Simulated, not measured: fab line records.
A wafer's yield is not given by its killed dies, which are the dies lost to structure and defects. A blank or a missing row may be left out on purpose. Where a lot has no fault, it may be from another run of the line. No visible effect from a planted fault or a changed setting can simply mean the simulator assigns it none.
fab line records | flow sky130
record: lots: 6 wafers: 18 last_day: 50
route steps=708 shown VT_ADJUST_LVTN@104 PAD_OPEN@708
lots untouched by any fault: they come from a run of this same line in which no faults occurred
start_h: hours from the record's opening day to when the first of the lot's shown wafers began | wait_h: hours since the lot's step before | " same as the row above | L1.1+2: one row covering several wafers at once | - either no value or no given start | * or withheld: withheld | < > ~ a bound
route shown NAME@n: NAME is a module with steps in the file, n the number in the route of the first one | usual: mean/standard deviation taken from wafers without a fault | same: alike in all rows | chamber/n: place in a boat | sites: per-site readings | _std_site: standard deviation across them | _edge_site: inner sites' mean taken away from outer sites' mean | radius_mm: for every site, how far away it sits from the centre of the wafer | mask NAME#n: copy n | behind: the tool/chamber that last shaped the wafer | hold: why the lot was held/for how many hours/how that ended | device: transistor that didn't switch, given as n, p or np | end of line: tests run on the same wafers once the route is complete | a step given without rows: its recipe and nothing more | killed: the dies lost at the first sort to structure and to defects; this is not the yield of the wafer | map: the dies of a wafer, with x for killed, . for not killed, _ for no die there
set.NAME: the setting that was run; set.NAME@STEP: the one run at that earlier step | model.NAME: the simulator's own value behind a step, which no gauge read
lots seen at some steps along the route; tables by step, rows by wafer
services: the hour from which a tool's chamber was out of use, counted from the record's first day as start_h (under 0 if before that day), plus the number of hours and why
== steps ==
step: SKY_VT_ADJUST_LVTN_OVL_MEAS_07
usual: VT_ADJUST_LVTN_OVL: -1.5/1.4
columns lot.wafer tool chamber start_h wait_h VT_ADJUST_LVTN_OVL[nm]
L858.1 overlay-02 - 205.13 - -3.4
L858.2 " - " " -2.4
L858.4 " - " " -4.1
L861.1 overlay-01 - 210.94 - 1.7
L861.4 " - " " 0.8
L861.5 " - " " 2.2
L862.1 overlay-02 - 211.08 - -3.5
L862.2 " - " " -5.1
L862.6 " - " " -4.1
L868.2 overlay-01 - 258.23 - -2.6
L868.3 " - " " -1.8
L868.4 " - " " -2.2
L871.2 overlay-01 - 275.28 - -1.7
L871.3 " - " " -1.8
L871.4 " - " " -1.2
L872.1 overlay-02 - 291.38 - -1.5
L872.2 " - " " -1.0
L872.3 " - " " -1.3
step: SKY_VT_ADJUST_LVTN_IMPLANT_08
recipe: species: B energy_kev: 30 dose_cm2: 1.57e+12 tilt_deg: withheld
step: SKY_VT_ADJUST_LVTN_STRIP_09
recipe: chemistry: O2/N2 power_w: 1400 pressure_mtorr: 1500 platen_temp_c: withheld o2_flow_sccm: 3000 n2_flow_sccm: 300 overash_fraction: 0.5
usual: drypump_motor_current_A: 5.69/0.21 oes_product_au: 0.722/0.0052 strip_time_to_endpoint_s: 36.93/0.12
columns lot.wafer tool chamber start_h wait_h drypump_motor_current_A oes_product_au rf_hours_counter_h strip_time_to_endpoint_s
L858.1 plasma_asher-02 0 205.31 0.1 5.89 0.726 48 36.80
L858.2 " 1 " " 5.72 0.713 48 36.70
L858.4 " 1 " " 5.72 0.719 - 36.83
L861.1 plasma_asher-03 1 211.12 0.1 5.85 0.722 52 36.73
L861.4 " 0 " " 5.38 0.719 - 36.88
L861.5 " 1 " " 5.83 0.719 - 36.88
L862.1 plasma_asher-02 0 211.27 0.1 5.89 0.726 49 36.94
L862.2 " 1 " " 5.75 0.721 49 36.78
L862.6 " 0 " " 5.89 0.723 - 36.93
L868.2 plasma_asher-02 1 258.41 0.1 5.72 0.723 53 36.83
L868.3 " 1 " " 5.74 0.711 - 36.93
L868.4 " 0 " " 5.89 0.723 - 36.96
L871.2 plasma_asher-04 0 275.46 0.1 5.69 0.732 15 36.79
L871.3 " 0 " " 5.70 0.727 - 36.80
L871.4 " 1 " " 5.30 0.725 - 36.84
L872.1 plasma_asher-02 0 291.56 0.1 5.89 0.721 58 37.11
L872.2 " 1 " " 5.74 0.724 58 37.03
L872.3 " 1 " " 5.72 0.731 - 37.07
step: SKY_VT_ADJUST_LVTN_TW_MEAS_10
usual: VT_ADJUST_LVTN_TW: 242.2/1.6
columns lot.wafer tool chamber start_h wait_h VT_ADJUST_LVTN_TW
L858.1 film_metro-01 - 205.41 0.1 242.1
L858.2 " - " " 242.5
L858.4 " - " " 241.6
L861.1 film_metro-03 - 211.22 0.1 239.6
L861.4 " - " " 238.8
L861.5 " - " " 240.0
L862.1 film_metro-03 - 211.37 0.1 240.4
L862.2 " - " " 240.6
L862.6 " - " " 239.5
L868.2 film_metro-01 - 258.52 0.1 242.1
L868.3 " - " " 241.6
L868.4 " - " " 242.0
L871.2 film_metro-04 - 275.57 0.1 243.9
L871.3 " - " " 243.5
L871.4 " - " " 244.6
L872.1 film_metro-01 - 291.66 0.1 242.4
L872.2 " - " " 243.0
L872.3 " - " " 243.7
step: SKY_VT_ADJUST_LVTN_DEHYDRATE_11
recipe: temp_c: 200 time_s: 60
step: SKY_VT_ADJUST_LVTN_HMDS_12
recipe: prime_time_s: 60 prime_temp_c: 120
step: SKY_VT_ADJUST_LVTN_COAT_13
recipe: resist: NOVOLAK spin_rpm: 3000 resist_thk_nm: 1140
step: SKY_VT_ADJUST_LVTN_SOFTBAKE_14
recipe: temp_c: 90 time_s: 60 resist: NOVOLAK
step: SKY_VT_ADJUST_LVTN_EXPOSE_15
recipe: mask_id: HVN_STD_DERIVED na: 0.6 source_shape: conventional sigma_outer: 0.6 polarization: unpolarized target_cd_nm: 600 dose_mj: 163
step: SKY_VT_ADJUST_LVTN_PEB_16
recipe: temp_c: withheld time_s: * resist: NOVOLAK
step: SKY_VT_ADJUST_LVTN_DEVELOP_17
recipe: resist: NOVOLAK developer: TMAH develop_time_s: 60 dev_temp_c: 23
step: SKY_VT_ADJUST_LVTN_OVL_MEAS_18
usual: VT_ADJUST_LVTN_01_OVL: -0.4/1.2
columns lot.wafer tool chamber start_h wait_h VT_ADJUST_LVTN_01_OVL[nm]
L858.1 overlay-02 - 227.38 0.1 0.1
L858.2 " - " " 1.3
L858.4 " - " " -0.4
L861.1 overlay-01 - 233.93 0.1 -0.6
L861.4 " - " " -1.2
L861.5 " - " " -1.0
L862.1 overlay-02 - 234.39 0.1 -1.5
L862.2 " - " " -0.4
L862.6 " - " " -0.4
L868.2 overlay-01 - 283.64 0.1 -0.4
L868.3 " - " " -1.0
L868.4 " - " " -1.9
L871.2 overlay-02 - 301.54 0.1 -1.2
L871.3 " - " " -1.3
L871.4 " - " " -1.4
L872.1 overlay-01 - 317.58 0.1 -0.5
L872.2 " - " " -0.4
L872.3 " - " " 1.4
step: SKY_VT_ADJUST_LVTN_IMPLANT_19
recipe: species: B energy_kev: 30 dose_cm2: 6.5e+11 tilt_deg: withheld
usual: beam_energy_keV: 29.999/0.0086
columns lot.wafer tool chamber start_h wait_h beam_energy_keV model.implant.drp_nm
L858.1 implanter-03 0 227.42 0.0 29.988 42.97
L858.2 " 0 " " 29.989 42.97
L858.4 " 0 " " 29.989 42.97
L861.1 implanter-03 0 233.96 0.0 30.494 43.5
L861.4 " 0 " " 30.490 43.5
L861.5 " 0 " " 30.506 43.5
L862.1 implanter-03 0 234.42 0.0 30.506 43.5
L862.2 " 0 " " 30.500 43.5
L862.6 " 0 " " 30.485 43.5
L868.2 implanter-01 0 283.69 0.0 29.996 42.97
L868.3 " 0 " " 30.002 42.97
L868.4 " 0 " " 29.987 42.97
L871.2 implanter-02 0 301.59 0.0 29.989 42.97
L871.3 " 0 " " 30.007 42.97
L871.4 " 0 " " 29.979 42.97
L872.1 implanter-02 0 317.62 0.0 29.990 42.97
L872.2 " 0 " " 29.998 42.97
L872.3 " 0 " " 30.000 42.97
step: SKY_VT_ADJUST_LVTN_STRIP_20
recipe: chemistry: O2/N2 power_w: 1400 pressure_mtorr: 1500 platen_temp_c: withheld o2_flow_sccm: 3000 n2_flow_sccm: 300 overash_fraction: 0.5
usual: drypump_motor_current_A: 5.65/0.22 oes_product_au: 0.716/0.0043 strip_time_to_endpoint_s: 14.18/0.039
columns lot.wafer tool chamber start_h wait_h drypump_motor_current_A oes_product_au rf_hours_counter_h strip_time_to_endpoint_s
L858.1 plasma_asher-03 1 227.57 0.1 5.84 0.720 53 14.22
L858.2 " 0 " " 5.39 0.719 53 14.22
L858.4 " 1 " " 5.84 0.715 - 14.21
L861.1 plasma_asher-03 0 234.11 0.1 5.42 0.715 54 14.23
L861.4 " 1 " " 5.81 0.724 - 14.20
L861.5 " 1 " " 5.81 0.714 - 14.19
L862.1 plasma_asher-02 1 234.57 0.1 5.74 0.715 51 14.19
L862.2 " 0 " " 5.88 0.725 51 14.19
L862.6 " 1 " " 5.74 0.709 - 14.16
L868.2 plasma_asher-03 0 283.82 0.1 5.37 0.712 59 14.17
L868.3 " 1 " " 5.85 0.720 - 14.17
L868.4 " 0 " " 5.38 0.717 - 14.15
L871.2 plasma_asher-02 0 301.72 0.1 5.89 0.717 59 14.23
L871.3 " 1 " " 5.73 0.719 - 14.21
L871.4 " 0 " " 5.90 0.719 - 14.19
L872.1 plasma_asher-03 1 317.77 0.1 5.82 0.711 63 14.26
L872.2 " 0 " " 5.37 0.711 63 14.22
L872.3 " 0 " " 5.41 0.722 - 14.23
step: SKY_PAD_OPEN_PROBE_99
usual: killed_at_M0_to_M3: 42/6.2 killed_at_M4_up: 3.0/1.8 killed_at_contacts: 25/5.9 killed_at_front_end: 15/4.5 killed_at_other: 0.2/0.45 killed_dies: 85/9.9 killed_open: 47/6.7 killed_short: 39/6.4
same: gross_dies: 492 killed_at_back_side: 0
columns lot.wafer tool chamber start_h wait_h killed_at_M0_to_M3 killed_at_M4_up killed_at_contacts killed_at_front_end killed_at_other killed_dies killed_open killed_short
L868.2 prober-02 - 1188.00 0.1 38 5 17 10 0 70 44 26
L868.3 prober-02 - 1188.05 0.2 39 3 24 15 0 81 42 39
L868.4 prober-02 - 1188.10 0.2 34 4 18 17 0 73 43 30
L872.1 prober-01 - 1204.58 0.1 35 1 21 20 0 77 40 37
L872.2 prober-01 - 1204.63 0.1 37 3 28 11 0 79 41 38
L872.3 prober-01 - 1204.68 0.2 36 4 24 13 0 77 42 35
killed by level:class
L868.2 VIA1:geometric_particle:open=9 VIA2:geometric_particle:open=8 VIA3:geometric_particle:open=6 CONTACT:geometric_particle:open=6 METAL1:geometric_particle:short=5 FIELD_ISO:geometric_particle:open=4 LI_CONTACT:geometric_particle:open=4 VIA1:geometric_particle:short=4
L868.3 CONTACT:geometric_particle:open=10 VIA1:geometric_particle:open=9 VIA2:geometric_particle:open=8 CONTACT:geometric_particle:short=6 METAL2:geometric_particle:short=6 FIELD_ISO:geometric_particle:open=5 LOCAL_INTERCONNECT:geometric_particle:short=5 FIELD_ISO:geometric_particle:short=4
L868.4 VIA1:geometric_particle:open=9 FIELD_ISO:geometric_particle:open=7 CONTACT:geometric_particle:open=6 VIA2:geometric_particle:open=6 FIELD_ISO:geometric_particle:short=5 METAL3:geometric_particle:short=5 VIA3:geometric_particle:open=4 LOCAL_INTERCONNECT:geometric_particle:short=3
L872.1 VIA3:geometric_particle:open=11 METAL1:geometric_particle:short=9 POLY_GATE:geometric_particle:short=6 CONTACT:geometric_particle:open=6 POLY_GATE:geometric_particle:open=5 LOCAL_INTERCONNECT:geometric_particle:short=4 CONTACT:geometric_particle:short=4 FIELD_ISO:geometric_particle:open=3
L872.2 CONTACT:geometric_particle:open=12 LI_CONTACT:geometric_particle:open=6 LOCAL_INTERCONNECT:geometric_particle:short=6 VIA1:geometric_particle:open=6 VIA2:geometric_particle:open=6 VIA3:geometric_particle:open=6 METAL1:geometric_particle:short=5 VIA1:geometric_particle:short=5
L872.3 CONTACT:geometric_particle:short=9 VIA1:geometric_particle:open=8 VIA2:geometric_particle:open=7 LI_CONTACT:geometric_particle:open=6 CONTACT:geometric_particle:open=6 VIA3:geometric_particle:open=5 VIA2:geometric_particle:short=5 POLY_GATE:geometric_particle:open=4
== services ==
columns tool chamber start_h hours kind
plasma_asher-04 - 184.22 1.3 repair
implanter-01 - 192.47 3.8 pm
implanter-03 - 201.83 1.1 repair
plasma_asher-04 - 207.64 2.8 pm
plasma_asher-03 - 214.92 2.8 pm
plasma_asher-03 - 244.61 1.2 repair
plasma_asher-04 - 260.87 4.3 pm
implanter-03 - 276.29 2.5 repair
plasma_asher-03 - 276.84 5.9 pm
implanter-03 - 303.25 2.5 repair
== key ==
first_sign: step: SKY_VT_ADJUST_LVTN_IMPLANT_19 reading: beam_energy_keV direction: up sigmas: 58 usual: * struck: *
effect none on later readings
model_effect: step: SKY_VT_ADJUST_LVTN_IMPLANT_19 value: implant.drp_nm without: 42.97 struck: 43.5
met_at SKY_VT_ADJUST_LVTN_IMPLANT_19
struck_wafers L861.1,L861.4,L861.5,L862.1,L862.2,L862.6
rows_end L861.1,L861.4,L861.5
tester_left_out L862
onset_between 227.42 233.96
fault: kind: process_parameter_drift tool: implanter-03 chamber: - onset_h: 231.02 steps: SKY_VT_ADJUST_LVTN_IMPLANT_19 channel: energy_kev offset: * shape: step end_h: 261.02 acts_in: * stated: *
tester_left_out: of these lots the tester's yield and bins aren't shown, on N5 and GAA mostly nor the transistor test; their killed dies are dies lost to structure and defects alone, not to doping, threshold or leakage, so they don't give the yield
rows_end: these wafers met a further fault down the route, and their rows from its step on are left out
